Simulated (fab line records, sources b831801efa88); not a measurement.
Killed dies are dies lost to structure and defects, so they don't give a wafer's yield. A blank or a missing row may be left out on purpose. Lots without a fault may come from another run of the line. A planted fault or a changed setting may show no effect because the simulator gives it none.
Which tool did it? | flow sky130 | 12 lots, 36 wafers sampled, at 5 steps of a route of 708

WHAT THE GAUGES READ, wafer by wafer
SKY_CONTACT_THK_MEAS_03. Usual: CONTACT_HDPCVD_THK 564 nm, standard deviation 6.8.
lot  | measured     | on            | CONTACT_HDPCVD_THK (nm) | flag
L206 | day 31 12:04 | film_metro-01 | 559 564 557             |
L207 | day 31 10:29 | film_metro-03 | 574 582 565             |
L208 | day 31 10:01 | film_metro-02 | 558 570 576             |
L210 | day 31 19:23 | film_metro-01 | 572 569 563             |
L213 | day 32 22:32 | film_metro-01 | 561 563 564             |
L214 | day 33 09:49 | film_metro-03 | 575 569 567             |
L216 | day 33 23:26 | film_metro-03 | 559 556 565             |
L217 | day 34 00:56 | film_metro-01 | 563 558 561             |
L220 | day 35 06:23 | film_metro-03 | 562 571 548             |
L222 | day 35 11:37 | film_metro-02 | 561 561 557             |
L226 | day 37 10:32 | film_metro-01 | 557 556 556             |
L229 | day 37 20:12 | film_metro-01 | 549 561 567             |

WHICH TOOL RAN EACH LOT (tool, then ch and the chambers of the sampled wafers, then the start)
lot  | SKY_FIELD_ISO_COAT_08            | SKY_FIELD_ISO_STRIP_16              | SKY_LI_CONTACT_SPUTTER_19    | SKY_LOCAL_INTERCONNECT_STRIP_15
L206 | litho_track-02 ch 0, day 2 11:00 | plasma_asher-02 ch 0,1, day 2 20:38 | pvd_sputter-04, day 30 06:25 | plasma_asher-02 ch 0,1, day 31 11:17
L207 | litho_track-01 ch 0, day 2 12:00 | plasma_asher-03 ch 0,1, day 2 21:10 | pvd_sputter-01, day 30 05:16 | plasma_asher-04 ch 0,1, day 31 09:43
L208 | litho_track-04 ch 0, day 2 12:00 | plasma_asher-01 ch 0,1, day 2 21:02 | pvd_sputter-04, day 30 04:04 | plasma_asher-03 ch 0,1, day 31 09:14
L210 | litho_track-02 ch 0, day 2 19:00 | plasma_asher-02 ch 0,1, day 3 04:46 | pvd_sputter-04, day 30 14:57 | plasma_asher-03 ch 0,1, day 31 18:37
L213 | litho_track-04 ch 0, day 3 08:00 | plasma_asher-01 ch 0,1, day 3 16:58 | pvd_sputter-04, day 31 17:42 | plasma_asher-02 ch 1, day 32 21:44
L214 | litho_track-04 ch 0, day 3 16:00 | plasma_asher-03 ch 0,1, day 4 00:32 | pvd_sputter-04, day 32 04:40 | plasma_asher-02 ch 0,1, day 33 09:00
L216 | litho_track-04 ch 0, day 4 01:00 | plasma_asher-01 ch 0,1, day 4 11:23 | pvd_sputter-03, day 32 19:16 | plasma_asher-04 ch 0,1, day 33 22:33
L217 | litho_track-04 ch 0, day 4 06:00 | plasma_asher-02 ch 0,1, day 4 15:06 | pvd_sputter-01, day 32 20:25 | plasma_asher-04 ch 1, day 33 23:46
L220 | litho_track-02 ch 0, day 4 19:00 | plasma_asher-03 ch 0,1, day 5 04:44 | pvd_sputter-01, day 34 01:57 | plasma_asher-02 ch 0,1, day 35 05:35
L222 | litho_track-02 ch 0, day 5 07:00 | plasma_asher-02 ch 0,1, day 5 16:50 | pvd_sputter-01, day 34 08:40 | plasma_asher-03 ch 0,1, day 35 10:51
L226 | litho_track-01 ch 0, day 6 04:00 | plasma_asher-02 ch 0,1, day 6 14:10 | pvd_sputter-01, day 36 07:08 | plasma_asher-04 ch 0,1, day 37 09:44
L229 | litho_track-01 ch 0, day 6 21:00 | plasma_asher-02 ch 0,1, day 7 07:42 | pvd_sputter-03, day 36 17:49 | plasma_asher-03 ch 0,1, day 37 19:27
- SKY_FIELD_ISO_COAT_08: resist thk 450 nm.
- SKY_FIELD_ISO_STRIP_16: strips in O2/N2.
- SKY_LI_CONTACT_SPUTTER_19: material Ti, target thk 20 nm, time 106.37 s.
- SKY_LOCAL_INTERCONNECT_STRIP_15: strips in O2/N2.

WHAT THE TOOLS THEMSELVES READ (means of the sampled wafers that have a number; where no wafer has one, the mark that the record gives instead)
SKY_FIELD_ISO_COAT_08. Usual: chill_plate_temp_C 23.01 C, standard deviation 0.11; resist_line_temp_C 22.98 C, standard deviation 0.1.
lot  | tool           | chill_plate_temp_C (C) | resist_line_temp_C (C) | flag
L206 | litho_track-02 | 22.95                  | 23.01                  |
L207 | litho_track-01 | 23.05                  | 23.02                  |
L208 | litho_track-04 | 23.03                  | 22.95                  |
L210 | litho_track-02 | 22.98                  | 23.08                  |
L213 | litho_track-04 | 22.97                  | 23.11                  |
L214 | litho_track-04 | 22.87                  | 23.04                  |
L216 | litho_track-04 | 22.95                  | 22.88                  |
L217 | litho_track-04 | 23.04                  | 23.04                  |
L220 | litho_track-02 | 22.91                  | 22.95                  |
L222 | litho_track-02 | 23.01                  | 22.92                  |
L226 | litho_track-01 | 22.97                  | 22.89                  |
L229 | litho_track-01 | 23.06                  | 22.99                  |

SKY_FIELD_ISO_STRIP_16. Usual: drypump_motor_current_A 5.5 A, standard deviation 0.56; oes_product_au 0.376 a.u., standard deviation 0.0055; strip_time_to_endpoint_s 3.52 s, standard deviation 0.048.
lot  | tool            | drypump_motor_current_A (A) | oes_product_au (a.u.) | strip_time_to_endpoint_s (s) | flag
L206 | plasma_asher-02 | 5.4                         | 0.375                 | 3.49                         |
L207 | plasma_asher-03 | 5.4                         | 0.376                 | 3.58                         |
L208 | plasma_asher-01 | 5.9                         | 0.375                 | 3.51                         |
L210 | plasma_asher-02 | 5.1                         | 0.377                 | 3.51                         |
L213 | plasma_asher-01 | 6.2                         | 0.373                 | 3.49                         |
L214 | plasma_asher-03 | 5.8                         | 0.393                 | 3.96                         | OFF
L216 | plasma_asher-01 | 5.9                         | 0.398                 | 3.93                         | OFF
L217 | plasma_asher-02 | 5.1                         | 0.395                 | 3.92                         | OFF
L220 | plasma_asher-03 | 5.8                         | 0.369                 | 3.47                         |
L222 | plasma_asher-02 | 5.1                         | 0.378                 | 3.56                         |
L226 | plasma_asher-02 | 5.1                         | 0.378                 | 3.54                         |
L229 | plasma_asher-02 | 5.1                         | 0.377                 | 3.55                         |

SKY_LI_CONTACT_SPUTTER_19. Usual: substrate_temp_c 200.01 C, standard deviation 0.17; throttle_valve_pct 30.5 %, standard deviation 1.5.
lot  | tool           | substrate_temp_c (C) | throttle_valve_pct (%) | flag
L206 | pvd_sputter-04 | 200.00               | 30.2                   |
L207 | pvd_sputter-01 | 200.17               | 31.3                   |
L208 | pvd_sputter-04 | 199.97               | 29.8                   |
L210 | pvd_sputter-04 | 199.97               | 29.8                   |
L213 | pvd_sputter-04 | 200.20               | 28.6                   |
L214 | pvd_sputter-04 | 200.04               | 28.8                   |
L216 | pvd_sputter-03 | 200.02               | 30.1                   |
L217 | pvd_sputter-01 | 199.82               | 31.8                   |
L220 | pvd_sputter-01 | 199.78               | 32.0                   |
L222 | pvd_sputter-01 | 200.13               | 32.9                   |
L226 | pvd_sputter-01 | 199.96               | 31.9                   |
L229 | pvd_sputter-03 | 200.02               | 29.9                   |

SKY_LOCAL_INTERCONNECT_STRIP_15. Usual: drypump_motor_current_A 5.5 A, standard deviation 0.47; oes_product_au 0.427 a.u., standard deviation 0.0049; strip_time_to_endpoint_s 4.732 s, standard deviation 0.023.
lot  | tool            | drypump_motor_current_A (A) | oes_product_au (a.u.) | strip_time_to_endpoint_s (s) | flag
L206 | plasma_asher-02 | 5.3                         | 0.425                 | 4.738                        |
L207 | plasma_asher-04 | 6.0                         | 0.426                 | 4.725                        |
L208 | plasma_asher-03 | 5.8                         | 0.425                 | 4.717                        |
L210 | plasma_asher-03 | 5.4                         | 0.422                 | 4.725                        |
L213 | plasma_asher-02 | 5.5                         | 0.428                 | 4.756                        |
L214 | plasma_asher-02 | 5.1                         | 0.424                 | 4.770                        |
L216 | plasma_asher-04 | 5.9                         | 0.427                 | 4.745                        |
L217 | plasma_asher-04 | 6.1                         | 0.422                 | 4.771                        |
L220 | plasma_asher-02 | 5.4                         | 0.424                 | 4.730                        |
L222 | plasma_asher-03 | 5.4                         | 0.429                 | 4.705                        |
L226 | plasma_asher-04 | 6.0                         | 0.428                 | 4.723                        |
L229 | plasma_asher-03 | 5.4                         | 0.429                 | 4.692                        |

THE ANSWER, worked out from the rows above alone
Rule: a lot is off if the mean of its wafers that have a number lies more than 3 standard deviations from the usual mean. A lot without any number at a reading at which 4 lots or more have one is off too. The other lots that the step has rows for count as sound. The gauges are gone through in route order, then the tools' own readings, and for those a lot's mean is taken as printed above. The first step at which some lot is off is used, and at that step the reading that is off furthest; a lot without a number counts as furthest.
Off: L214, L216, L217, at SKY_FIELD_ISO_STRIP_16 (strip_time_to_endpoint_s).
A tool fits if, at that step or a process step before it, it ran every lot that is off, and no sound lot after the first of them. One fits: litho_track-04 at SKY_FIELD_ISO_COAT_08. Its last sound lot is L213 (day 3 08:00), its first lot that is off L214 (day 3 16:00): a fault that began between those two fits.

WHAT THE SIMULATOR HAD PUT IN
Process parameter drift: litho_track-04, from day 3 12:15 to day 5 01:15, at SKY_FIELD_ISO_COAT_08. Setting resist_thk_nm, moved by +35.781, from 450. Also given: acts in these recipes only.
Lots struck among those shown: L214, L216, L217. The rule above found the same.
